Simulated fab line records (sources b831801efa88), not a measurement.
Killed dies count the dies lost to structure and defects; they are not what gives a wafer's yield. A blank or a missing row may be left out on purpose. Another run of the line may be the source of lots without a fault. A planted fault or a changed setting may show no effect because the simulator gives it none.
Struck lot and sound lot, side by side :: flow sky130 :: 15 steps out of a route of 708
Sound: wafers L532.1, L532.4, L532.6. Wafers L534.1, L534.2, L534.6 were the ones struck. The cause is given at the end.
Per side, at each step with rows, come the tool, then ch with its chambers, and then its first start. Under that, the readings that differ: sound wafers :: struck wafers :: difference of the means :: sigmas: that difference in standard deviations of wafers without a fault.
alike: a reading whose means differ by less than 2 such deviations, as well as words and numbers matching on both sides. not compared: withheld readings; readings where some wafer has no value; bounds like >300 that might hide an equal value; numbers whose values overlap and for which the record gives no deviation.
A row with sigmas, a row that says differs or no value, or rows on one side alone: a step with any of these is where the two part. Non-overlapping numbers with no deviation appear without sigmas and do not part them. Lack of a reading on every wafer of one side parts them only where that side has two or more wafers.

SKY_LDD_HVP_STRIP_09: strips in O2/N2.
  sound on plasma-asher-04 ch 1, day 23 19:34; struck on plasma-asher-02 ch 0,1, day 24 03:07
  alike: drypump-motor-current-A, oes-product-au, strip-time-to-endpoint-s
  not compared: rf-hours-counter-h
SKY_LDD_HVP_TW_MEAS_10:
  sound: film-metro-02 at day 23 19:40; struck: film-metro-04 at day 24 03:13
reading: LDD_HVP_TW
sound: 449 447 450
struck: 461 461 463
difference: +13
sigmas: +2
then, 7 steps without rows for these wafers: SKY_LDD_LDN_DEHYDRATE_00 (time 60 s); SKY_LDD_LDN_HMDS_01 (prime time 60 s); SKY_LDD_LDN_COAT_02 (resist thk 1140 nm); SKY_LDD_LDN_SOFTBAKE_03 (time 60 s); SKY_LDD_LDN_EXPOSE_04 (exposes mask LDNTM, target cd 700 nm); SKY_LDD_LDN_PEB_05; SKY_LDD_LDN_DEVELOP_06 (develop time 60 s).
SKY_LDD_LDN_OVL_MEAS_07:
  sound: overlay-02 at day 25 01:14; struck: overlay-02 at day 25 09:15
  alike: LDD_LDN_OVL
then, 2 steps without rows for these wafers: SKY_LDD_LDN_IMPLANT_08; SKY_LDD_LDN_IMPLANT_09.
SKY_LDD_LDN_IMPLANT_10:
  sound on implanter-01 ch 0, day 25 01:34; struck on implanter-01 ch 0, day 25 09:35
reading: beam-energy-keV
sound: 15.001 14.999 15.002
struck: 15.720 15.721 15.725
difference: +0.721
sigmas: +99 or more

reading: model.implant.drp-nm (nm)
sound: 5.933 5.933 5.933
struck: 6.122 6.122 6.122
difference: +0.189
sigmas: 
after that, 1 step had no rows for these wafers: SKY_LDD_LDN_IMPLANT_11.
-- a jump in the record: the struck wafers' starts before and after are 22 days apart (it breaks off in module LDD_LDN and resumes in module PAD_OPEN, where the first step shown is number 708 of the route) --
SKY_PAD_OPEN_PROBE_99:
  only the struck wafers here have rows in the record (prober-02, day 47 19:25); the sound ones have none

## WHERE THEY PART
Last at SKY_PAD_OPEN_PROBE_99 as far as this record goes, first at SKY_LDD_HVP_TW_MEAS_10.

WHY: the cause the simulator had injected
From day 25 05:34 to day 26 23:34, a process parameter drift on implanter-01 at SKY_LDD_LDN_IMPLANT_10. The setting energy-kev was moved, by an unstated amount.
